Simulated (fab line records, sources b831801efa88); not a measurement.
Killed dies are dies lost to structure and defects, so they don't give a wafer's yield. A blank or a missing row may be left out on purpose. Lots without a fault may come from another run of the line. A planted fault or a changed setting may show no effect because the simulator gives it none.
Which tool did it? | flow gf180mcu | 24 lots, 72 wafers sampled, at 5 steps of a route of 602

WHAT THE GAUGES READ, wafer by wafer
GF_V4_RS_MEAS_24: measures by four-point-probe.
lot  | measured     | on            | V4_W_RS (ohm/sq)
L074 | day 24 21:52 | film_metro-04 | 0.335 0.328 0.332
L075 | day 25 03:27 | film_metro-04 | 0.338 0.326 0.330
L076 | day 25 15:19 | film_metro-04 | 0.325 0.337 0.338
L077 | day 26 04:47 | film_metro-04 | 0.329 0.328 0.340
L078 | day 26 06:43 | film_metro-02 | 0.334 0.345 0.332
L079 | day 26 12:05 | film_metro-02 | 0.328 0.324 0.321
L080 | day 27 05:23 | film_metro-04 | 0.327 0.331 0.333
L081 | day 27 09:52 | film_metro-02 | 0.331 0.327 0.329
L082 | day 27 12:31 | film_metro-04 | 0.329 0.329 0.327
L083 | day 27 20:46 | film_metro-02 | 0.343 0.334 0.342
L084 | day 28 04:13 | film_metro-02 | 0.325 0.326 0.323
L085 | day 28 10:41 | film_metro-02 | 0.328 0.326 0.322
L086 | day 28 19:46 | film_metro-02 | 0.341 0.342 0.337
L087 | day 29 04:41 | film_metro-04 | 0.325 0.326 0.326
L088 | day 29 13:47 | film_metro-04 | 0.337 0.335 0.338
L089 | day 29 17:38 | film_metro-02 | 0.338 0.340 0.337
L091 | day 30 09:19 | film_metro-02 | 0.341 0.334 0.336
L090 | day 30 09:54 | film_metro-02 | 0.339 0.339 0.333
L092 | day 30 14:31 | film_metro-02 | 0.325 0.326 0.324
L093 | day 30 22:04 | film_metro-02 | 0.336 0.336 0.333
L095 | day 31 07:30 | film_metro-02 | 0.322 0.327 0.326
L094 | day 31 09:44 | film_metro-02 | 0.344 0.337 0.335
L096 | day 31 14:30 | film_metro-04 | 0.333 0.335 0.338
L097 | day 32 01:24 | film_metro-04 | 0.342 0.341 0.343

GF_V5_RS_MEAS_24: measures by four-point-probe.
lot  | measured     | on            | V5_W_RS (ohm/sq)
L074 | day 27 18:45 | film_metro-04 | 0.331 0.325 0.324
L075 | day 27 22:08 | film_metro-04 | 0.323 0.326 0.326
L076 | day 28 08:37 | film_metro-03 | 0.330 0.335 0.328
L077 | day 28 22:19 | film_metro-04 | 0.331 0.325 0.334
L078 | day 28 23:50 | film_metro-03 | 0.328 0.329 0.325
L079 | day 29 03:43 | film_metro-03 | 0.326 0.324 0.329
L080 | day 29 20:05 | film_metro-03 | 0.335 0.324 0.328
L081 | day 29 23:16 | film_metro-03 | 0.334 0.330 0.327
L082 | day 30 02:31 | film_metro-03 | 0.329 0.337 0.334
L083 | day 30 09:51 | film_metro-04 | 0.328 0.325 0.325
L084 | day 30 18:14 | film_metro-03 | 0.332 0.330 0.326
L085 | day 30 23:57 | film_metro-03 | 0.330 0.333 0.322
L086 | day 31 08:36 | film_metro-04 | 0.335 0.329 0.328
L087 | day 31 16:10 | film_metro-03 | 0.327 0.327 0.328
L088 | day 31 23:33 | film_metro-04 | 0.333 0.332 0.331
L089 | day 32 04:06 | film_metro-04 | 0.327 0.333 0.330
L091 | day 32 16:41 | film_metro-04 | 0.331 0.332 0.340
L090 | day 32 17:55 | film_metro-04 | 0.323 0.330 0.332
L092 | day 32 22:10 | film_metro-03 | 0.322 0.323 0.323
L093 | day 33 05:19 | film_metro-03 | 0.327 0.321 0.325
L095 | day 33 14:45 | film_metro-04 | 0.327 0.323 0.325
L094 | day 33 15:38 | film_metro-03 | 0.325 0.326 0.328
L096 | day 33 20:15 | film_metro-03 | 0.335 0.323 0.324
L097 | day 34 05:03 | film_metro-04 | 0.322 0.319 0.328

WHICH TOOL RAN EACH LOT (tool, then ch and the chambers of the sampled wafers, then the start)
lot  | GF_V3_CMP_26                  | GF_M4_METAL_ETCH_16               | GF_MIM_SPUTTER_02
L074 | cmp-02 ch 0,3, day 22 22:11   | rie_metal-01 ch 0,1, day 23 21:16 | pvd_sputter-04, day 25 00:09
L075 | cmp-01 ch 0,2, day 23 03:23   | rie_metal-02 ch 0,1, day 24 02:59 | pvd_sputter-04, day 25 04:02
L076 | cmp-01 ch 0,1,3, day 23 16:29 | rie_metal-01 ch 0,1, day 24 15:20 | pvd_sputter-01, day 25 16:04
L077 | cmp-02 ch 0,1,3, day 24 06:53 | rie_metal-01 ch 0,1, day 25 05:05 | pvd_sputter-03, day 26 05:35
L078 | cmp-02 ch 1,2,3, day 24 07:53 | rie_metal-02 ch 0,1, day 25 06:50 | pvd_sputter-04, day 26 07:18
L079 | cmp-02 ch 0,1,2, day 24 13:45 | rie_metal-01 ch 0,1, day 25 12:31 | pvd_sputter-03, day 26 12:41
L080 | cmp-02 ch 1,2,3, day 25 08:07 | rie_metal-04 ch 0,1, day 26 06:10 | pvd_sputter-03, day 27 05:59
L081 | cmp-01 ch 0,2, day 25 12:17   | rie_metal-02 ch 0,1, day 26 09:56 | pvd_sputter-01, day 27 10:28
L082 | cmp-02 ch 0,1,2, day 25 15:26 | rie_metal-01 ch 0,1, day 26 13:31 | pvd_sputter-03, day 27 13:07
L083 | cmp-01 ch 0,2, day 25 23:37   | rie_metal-02 ch 0,1, day 26 21:55 | pvd_sputter-03, day 27 21:20
L084 | cmp-02 ch 1,3, day 26 08:28   | rie_metal-04 ch 0,1, day 27 05:20 | pvd_sputter-03, day 28 04:49
L085 | cmp-02 ch 1,2,3, day 26 14:57 | rie_metal-02 ch 0,1, day 27 12:17 | pvd_sputter-01, day 28 11:17
L086 | cmp-02 ch 1,3, day 27 00:04   | rie_metal-01 ch 1, day 27 21:31   | pvd_sputter-04, day 28 20:25
L087 | cmp-02 ch 0,1,3, day 27 10:07 | rie_metal-01 ch 1, day 28 06:49   | pvd_sputter-04, day 29 05:21
L088 | cmp-01 ch 0,2,3, day 27 19:43 | rie_metal-02 ch 1, day 28 15:44   | pvd_sputter-03, day 29 14:24
L089 | cmp-02 ch 0,1,2, day 27 23:45 | rie_metal-04 ch 0,1, day 28 19:37 | pvd_sputter-04, day 29 18:20
L091 | cmp-02 ch 1,2,3, day 28 15:26 | rie_metal-04 ch 1, day 29 11:23   | pvd_sputter-03, day 30 09:54
L090 | cmp-02 ch 0,3, day 28 16:44   | rie_metal-02 ch 1, day 29 12:37   | pvd_sputter-01, day 30 10:29
L092 | cmp-02 ch 1,3, day 28 21:44   | rie_metal-01 ch 1, day 29 18:02   | pvd_sputter-01, day 30 15:08
L093 | cmp-02 ch 0,3, day 29 05:22   | rie_metal-01 ch 1, day 30 01:17   | pvd_sputter-01, day 30 22:41
L095 | cmp-02 ch 1,2, day 29 16:01   | rie_metal-04 ch 0,1, day 30 11:20 | pvd_sputter-04, day 31 08:04
L094 | cmp-01 ch 0,2,3, day 29 18:10 | rie_metal-01 ch 0, day 30 13:14   | pvd_sputter-01, day 31 10:19
L096 | cmp-02 ch 1,2,3, day 29 23:07 | rie_metal-04 ch 0,1, day 30 18:25 | pvd_sputter-03, day 31 15:04
L097 | cmp-01 ch 0,1,3, day 30 10:52 | rie_metal-04 ch 0, day 31 05:35   | pvd_sputter-04, day 32 02:02
- GF_V3_CMP_26: polishes, stops on SiO2, t overpolish 15 s, target thk 0 nm.
- GF_M4_METAL_ETCH_16: etches the open film in Cl2/BCl3, stops on SiO2, target depth 750.8 nm, time 125.1 s.
- GF_MIM_SPUTTER_02: material AlCu, target thk 450 nm, time 23.9 s.

WHAT THE TOOLS THEMSELVES READ (means of the sampled wafers that have a number; where no wafer has one, the mark that the record gives instead)
GF_V3_CMP_26.
lot  | tool   | motor_current_A (A) | overpolish_run_s (s) | retaining_ring_pressure_frac | time_to_endpoint_s (s)
L074 | cmp-02 | 11.1                | 15.005               | 0.998                        | 79
L075 | cmp-01 | 11.9                | 14.991               | 0.999                        | 83
L076 | cmp-01 | 10.6                | 15.006               | 1.002                        | 85
L077 | cmp-02 | 10.5                | 14.995               | 1.005                        | 84
L078 | cmp-02 | 11.1                | 14.996               | 0.998                        | 85
L079 | cmp-02 | 10.7                | 15.004               | 1.002                        | 85
L080 | cmp-02 | 10.8                | 14.991               | 1.004                        | 81
L081 | cmp-01 | 11.7                | 14.990               | 1.000                        | 87
L082 | cmp-02 | 10.7                | 15.005               | 1.000                        | 86
L083 | cmp-01 | 11.5                | 14.997               | 0.994                        | 81
L084 | cmp-02 | 10.9                | 15.000               | 1.002                        | 85
L085 | cmp-02 | 11.4                | 15.009               | 1.001                        | 84
L086 | cmp-02 | 11.2                | 15.005               | 0.995                        | 85
L087 | cmp-02 | 10.0                | 15.002               | 1.005                        | 88
L088 | cmp-01 | 10.9                | 14.992               | 0.995                        | 83
L089 | cmp-02 | 10.6                | 14.999               | 1.002                        | 82
L091 | cmp-02 | 11.2                | 15.001               | 1.003                        | 86
L090 | cmp-02 | 11.0                | 15.001               | 1.003                        | 81
L092 | cmp-02 | 11.0                | 14.996               | 0.998                        | 85
L093 | cmp-02 | 10.8                | 14.989               | 0.998                        | 86
L095 | cmp-02 | 11.4                | 15.001               | 0.996                        | 81
L094 | cmp-01 | 11.2                | 15.003               | 0.995                        | 86
L096 | cmp-02 | 11.1                | 15.004               | 1.002                        | 81
L097 | cmp-01 | 10.5                | 15.002               | 0.995                        | 82

GF_M4_METAL_ETCH_16.
lot  | tool         | drypump_motor_current_A (A) | oes_product_au (a.u.) | throttle_valve_pct (%)
L074 | rie_metal-01 | 6.4                         | 0.994                 | 28.237
L075 | rie_metal-02 | 5.7                         | 0.988                 | 28.233
L076 | rie_metal-01 | 6.3                         | 0.988                 | 28.228
L077 | rie_metal-01 | 6.3                         | 0.992                 | 28.227
L078 | rie_metal-02 | 5.7                         | 0.990                 | 28.240
L079 | rie_metal-01 | 6.2                         | 0.993                 | 28.223
L080 | rie_metal-04 | 6.0                         | 0.993                 | 28.232
L081 | rie_metal-02 | 5.6                         | 0.989                 | 28.230
L082 | rie_metal-01 | 6.2                         | 0.996                 | 28.229
L083 | rie_metal-02 | 5.7                         | 0.991                 | 28.230
L084 | rie_metal-04 | 6.0                         | 0.987                 | 28.232
L085 | rie_metal-02 | 5.7                         | 0.997                 | 28.223
L086 | rie_metal-01 | 6.5                         | 0.985                 | 28.235
L087 | rie_metal-01 | 6.6                         | 0.988                 | 28.246
L088 | rie_metal-02 | 5.6                         | 0.986                 | 28.242
L089 | rie_metal-04 | 6.0                         | 0.989                 | 28.229
L091 | rie_metal-04 | 6.0                         | 0.994                 | 28.241
L090 | rie_metal-02 | 5.7                         | 0.983                 | 28.242
L092 | rie_metal-01 | 6.6                         | 0.990                 | 28.239
L093 | rie_metal-01 | 6.6                         | 0.978                 | 28.243
L095 | rie_metal-04 | 6.0                         | 0.992                 | 28.230
L094 | rie_metal-01 | 6.1                         | 0.993                 | 28.231
L096 | rie_metal-04 | 6.0                         | 0.991                 | 28.221
L097 | rie_metal-04 | 6.0                         | 0.991                 | 28.232

GF_MIM_SPUTTER_02.
lot  | tool           | throttle_valve_pct (%)
L074 | pvd_sputter-04 | 30.1
L075 | pvd_sputter-04 | 29.7
L076 | pvd_sputter-01 | 30.1
L077 | pvd_sputter-03 | 30.9
L078 | pvd_sputter-04 | 30.0
L079 | pvd_sputter-03 | 30.9
L080 | pvd_sputter-03 | 30.2
L081 | pvd_sputter-01 | 30.4
L082 | pvd_sputter-03 | 30.7
L083 | pvd_sputter-03 | 31.5
L084 | pvd_sputter-03 | 30.9
L085 | pvd_sputter-01 | 30.3
L086 | pvd_sputter-04 | 30.1
L087 | pvd_sputter-04 | 29.8
L088 | pvd_sputter-03 | 30.7
L089 | pvd_sputter-04 | 30.1
L091 | pvd_sputter-03 | 30.4
L090 | pvd_sputter-01 | 29.9
L092 | pvd_sputter-01 | 30.5
L093 | pvd_sputter-01 | 30.4
L095 | pvd_sputter-04 | 30.3
L094 | pvd_sputter-01 | 29.6
L096 | pvd_sputter-03 | 30.4
L097 | pvd_sputter-04 | 30.1

THE ANSWER, worked out from the rows above alone
Rule: what is usual is taken from the lots themselves. Put in order of their means at a reading, lots are off if they are a third of the lots or fewer, leave a main group of 4 or more, and stand apart from it by a gap of 3 or more times the standard deviation of the main group's means; of several such gaps the widest counts. A main group whose means are all the same, to the digits that the tables above print for the reading, isn't used. A lot without any number at a reading at which 4 lots or more have one is off too. The other lots that the step has rows for count as sound. The gauges are gone through in route order, then the tools' own readings, and for those a lot's mean is taken as printed above. The first step at which some lot is off is used, and at that step the reading that is off furthest; a lot without a number counts as furthest.
No lot is off at any reading shown: from this, nothing can be told.

WHAT THE SIMULATOR HAD PUT IN
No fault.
